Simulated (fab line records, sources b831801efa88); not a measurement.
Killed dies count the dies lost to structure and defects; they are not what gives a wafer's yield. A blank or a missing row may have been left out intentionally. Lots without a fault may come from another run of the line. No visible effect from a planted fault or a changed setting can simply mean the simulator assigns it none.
One fault through the eyes of 2 desks | flow gf180mcu | what lay behind the numbers comes last; until then each desk has only its own

## AT THE TOOL OWNER'S DESK: implanter-04
The tool's own readings at GF_NSD_IMPLANT_09: means of the sampled wafers that have a number, for each lot that ran on this tool. Marked OUT: a lot whose mean sits more than 4 standard deviations from the usual mean, which makes it out of limits; the brackets give that distance.
Columns: A = beam_energy_keV at GF_NSD_IMPLANT_09, usual 60.001; B = dose_ions_cm2 at GF_NSD_IMPLANT_09, usual 3.999e+15; C = tilt_deg at GF_NSD_IMPLANT_09, usual 6.998 degrees
lot  | first seen here | A                        | B         | C
L718 | day 13 08:58    | 59.998                   | 3.996e+15 | 6.959
L719 | day 13 14:37    | 60.000                   | 3.989e+15 | 7.022
L725 | day 15 17:04    | 60.000                   | 4.001e+15 | 6.991
L728 | day 16 19:27    | 64.728 (+99 or more) OUT | 4.000e+15 | 6.997
L729 | day 17 00:22    | 64.699 (+99 or more) OUT | 4.000e+15 | 7.002
L736 | day 19 18:28    | 59.994                   | 3.998e+15 | 6.986
L737 | day 20 05:53    | 60.004                   | 3.995e+15 | 6.985
L740 | day 21 03:28    | 59.996                   | 3.996e+15 | 7.006
L741 | day 21 04:44    | 60.007                   | 4.001e+15 | 7.010
Finding of this desk: L728, L729 out of limits; the first was L728 at day 16 19:27, on beam_energy_keV at GF_NSD_IMPLANT_09. Within limits: L718, L719, L725, L736, L737, L740, L741.

## THE METROLOGY DESK
What the gauges read for every lot (on any tool): the sampled wafers with a number, averaged. Marked OUT: a lot whose mean sits more than 4 standard deviations from the usual mean, which makes it out of limits; the brackets give that distance.
Columns: A = POLY_GATE_OVL at GF_POLY_GATE_OVL_MEAS_11, usual -5 nm; B = NSD_RS at GF_PSD_RS_MEAS_14, usual 46.12 ohm/sq
lot  | first seen here | A  | B
L718 | day 9 06:35     | -6 | 46.14
L719 | day 9 12:15     | -6 | 46.10
L720 | day 9 18:37     | -9 | 46.15
L725 | day 11 06:36    | -5 | 46.18
L728 | day 12 06:58    | 0  | 44.67 (-16) OUT
L729 | day 12 09:41    | -5 | 44.86 (-14) OUT
L735 | day 14 06:55    | -5 | 46.02
L736 | day 14 18:10    | 1  | 46.05
L737 | day 15 00:58    | -7 | 46.08
L740 | day 15 22:46    | -6 | 46.11
L741 | day 16 00:21    | -4 | 46.18
This desk's result: L728, L729 out of limits, first on L728 (NSD_RS at GF_PSD_RS_MEAS_14), day 17 18:57. Within limits: L718, L719, L720, L725, L735, L736, L737, L740, L741.

## ALL TOGETHER
An alarm could have come from the tool owner's desk at day 16 19:27, on L728, L729.
Metrology desk: alarm possible at day 17 18:57 on L728, L729.
On implanter-04, each named lot ran GF_NSD_IMPLANT_09.

## WHAT THE SIMULATOR HAD INSERTED
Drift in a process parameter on implanter-04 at GF_NSD_IMPLANT_09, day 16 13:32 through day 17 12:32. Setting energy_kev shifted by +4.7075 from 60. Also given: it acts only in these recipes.
Shown lots that were struck: L728, L729.
Counting hours from when the fault started, the first reading out of limits came at 6 for the tool owner's desk and at 29 for the metrology desk.
